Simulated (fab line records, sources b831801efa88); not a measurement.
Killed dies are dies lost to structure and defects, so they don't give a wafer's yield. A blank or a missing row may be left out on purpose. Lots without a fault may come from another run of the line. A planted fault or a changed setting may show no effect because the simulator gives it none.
A struck lot beside a sound one | flow gf180mcu | 16 steps out of a route of 602
Sound: wafers L619.2, L619.3, L619.4. Struck: wafers L627.1, L627.3, L627.6. The cause comes at the end.
At each step with rows: each side's tool, then ch and its chambers, then its first start. Under that, the readings that differ: sound wafers | struck wafers | difference of the means | sigmas: that difference in standard deviations of wafers without a fault.
alike: readings whose means differ by less than 2 such deviations, and words and numbers that are the same on both sides. not compared: withheld readings, readings that some wafer has no value for, bounds like >300 that may hide the same value, and numbers for which the record gives no deviation and whose values overlap.
The two part at a step that has a row with sigmas, a row that says differs or no value, or rows on one side only. Numbers that don't overlap but have no deviation are shown without sigmas and don't part them. A reading that every wafer of one side lacks parts them only if that side has two wafers or more.

GF_STI_CMP_25: polishes, stops on Si3N4, t overpolish 33 s, target thk 524.6 nm.
  sound on cmp-01 ch 0,1,3, day 4 02:22; struck on cmp-01 ch 2,3, day 5 21:34
  alike: motor_current_A, overpolish_run_s, slurry_flow_ml_min, time_to_endpoint_s
then, 4 steps without rows for these wafers: GF_STI_WET_ETCH_26 (etches SiO2 in dHF, target depth 94 nm, time 188 s); GF_STI_WET_ETCH_27 (etches Si3N4 in H3PO4, target depth 160 nm, time 1825 s); GF_STI_WET_ETCH_28 (etches SiO2 in dHF, target depth 20 nm, time 40 s); GF_STI_OXIDATION_29 (stabilise 600 s, purge 300 s, target thk 10 nm).
GF_STI_THK_MEAS_30:
  sound on film_metro-04, day 4 07:33; struck on film_metro-02, day 5 23:52
  alike: STI_OXIDATION_02_THK
then, 6 steps without rows for these wafers: GF_DNWELL_DEHYDRATE_00 (time 60 s); GF_DNWELL_HMDS_01 (prime time 60 s); GF_DNWELL_COAT_02 (resist thk 3000 nm); GF_DNWELL_SOFTBAKE_03; GF_DNWELL_EXPOSE_04 (exposes mask DNWELL, target cd 1700 nm); GF_DNWELL_PEB_05.
GF_DNWELL_DEVELOP_06: develop time 61.66 s.
  sound on litho_track-01 ch 0, day 4 20:00; struck on litho_track-04, day 6 14:00
  no value came back on the struck wafers for chill_plate_temp_C (C), develop_time_s (s); on the sound wafers chill_plate_temp_C (C) reads 22.87 22.90 22.85
then, 1 step without rows for these wafers: GF_DNWELL_IMPLANT_07.
GF_DNWELL_STRIP_08: strips in O2/N2.
  sound on plasma_asher-04 ch 0,1, day 4 20:17; struck on plasma_asher-01 ch 1, day 6 14:29
  reading                      | sound             | struck            | difference | sigmas
  strip_time_to_endpoint_s (s) | 37.09 36.99 37.02 | 36.73 36.73 36.89 | -0.25      | -2
  alike: drypump_motor_current_A, heater_power_w, oes_product_au
  not compared: rf_hours_counter_h
GF_DNWELL_TW_MEAS_09:
  sound on film_metro-03, day 4 20:24; struck on film_metro-02, day 6 14:52
  reading   | sound          | struck   | difference | sigmas
  DNWELL_TW | 1372 1368 1369 | 31 31 31 | -1339      | -79
  not compared: hold

WHERE THEY PART
First at GF_DNWELL_DEVELOP_06; last, within this record, at GF_DNWELL_TW_MEAS_09.

WHY: what the simulator had put in
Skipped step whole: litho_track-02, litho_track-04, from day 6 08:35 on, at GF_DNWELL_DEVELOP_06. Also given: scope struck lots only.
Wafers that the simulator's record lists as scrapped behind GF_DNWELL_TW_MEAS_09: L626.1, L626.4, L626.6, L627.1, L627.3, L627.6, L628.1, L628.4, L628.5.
